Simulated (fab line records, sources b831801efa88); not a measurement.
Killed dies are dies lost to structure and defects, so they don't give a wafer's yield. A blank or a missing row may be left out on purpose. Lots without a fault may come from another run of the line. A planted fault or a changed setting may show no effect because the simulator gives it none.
One fault seen from 2 desks | flow gf180mcu | each desk has only its own numbers; what lay behind them comes last

THE METROLOGY DESK
What the gauges read, lot by lot, whatever tool the lot ran on: means of the sampled wafers that have a number. A lot is out of limits, marked OUT, if its mean lies more than 4 standard deviations from the usual mean; the brackets give that distance.
Columns: A = cd_nm at GF_M1_CD_MEAS_14, usual 229.8 nm
lot  | first seen here | A
L902 | day 17 01:53    | 228.8
L904 | day 18 00:51    | 230.0
L907 | day 18 23:44    | 231.7
L908 | day 19 14:35    | 228.6
L916 | day 22 09:06    | 229.5
L917 | day 22 14:27    | 230.4
L920 | day 23 18:54    | 230.2
L923 | day 24 13:47    | 228.8
L924 | day 25 04:44    | 229.8
L925 | day 25 11:30    | 231.0
This desk's finding: nothing out of limits on any of the 10 lots.

THE TOOL OWNER'S DESK: rie_si-01
The tool's own readings at GF_STI_ETCH_14 (etches Si in HBr/Cl2/O2, target depth 360 nm, time 102.9 s): means of the sampled wafers that have a number, for each lot that ran on this tool. A lot is out of limits, marked OUT, if its mean lies more than 4 standard deviations from the usual mean; the brackets give that distance.
Columns: A = HBr_flow_sccm at GF_STI_ETCH_14, usual 150.1 sccm; B = O2_flow_sccm at GF_STI_ETCH_14, usual 6.002 sccm; C = drypump_motor_current_A at GF_STI_ETCH_14, usual 5.6 A; D = oes_product_au at GF_STI_ETCH_14, usual 1.002 a.u.; E = throttle_valve_pct at GF_STI_ETCH_14, usual 25.654 %
lot  | first seen here | A     | B     | C   | D     | E
L902 | day 2 04:02     | 150.1 | 5.998 | 5.5 | 1.001 | 25.644
L904 | day 2 11:11     | 150.0 | 5.996 | 5.2 | 0.999 | 25.653
L907 | day 3 02:43     | 149.9 | 6.013 | 5.4 | 1.008 | 25.652
L908 | day 3 07:50     | 150.3 | 5.999 | 5.4 | 1.007 | 25.650
L916 | day 5 01:50     | 150.0 | 6.000 | 5.4 | 0.996 | 25.666
L917 | day 5 06:53     | 149.9 | 6.011 | 5.4 | 0.992 | 25.651
L923 | day 6 14:19     | 150.7 | 6.010 | 5.3 | 1.001 | 25.650
L924 | day 6 22:02     | 150.3 | 6.000 | 5.6 | 1.006 | 25.643
L925 | day 7 02:11     | 149.7 | 5.995 | 5.5 | 1.000 | 25.651
This desk's finding: nothing out of limits on any of the 9 lots.

PUT TOGETHER
The metrology desk saw nothing out of limits.
The tool owner's desk saw nothing out of limits.

WHAT THE SIMULATOR HAD PUT IN
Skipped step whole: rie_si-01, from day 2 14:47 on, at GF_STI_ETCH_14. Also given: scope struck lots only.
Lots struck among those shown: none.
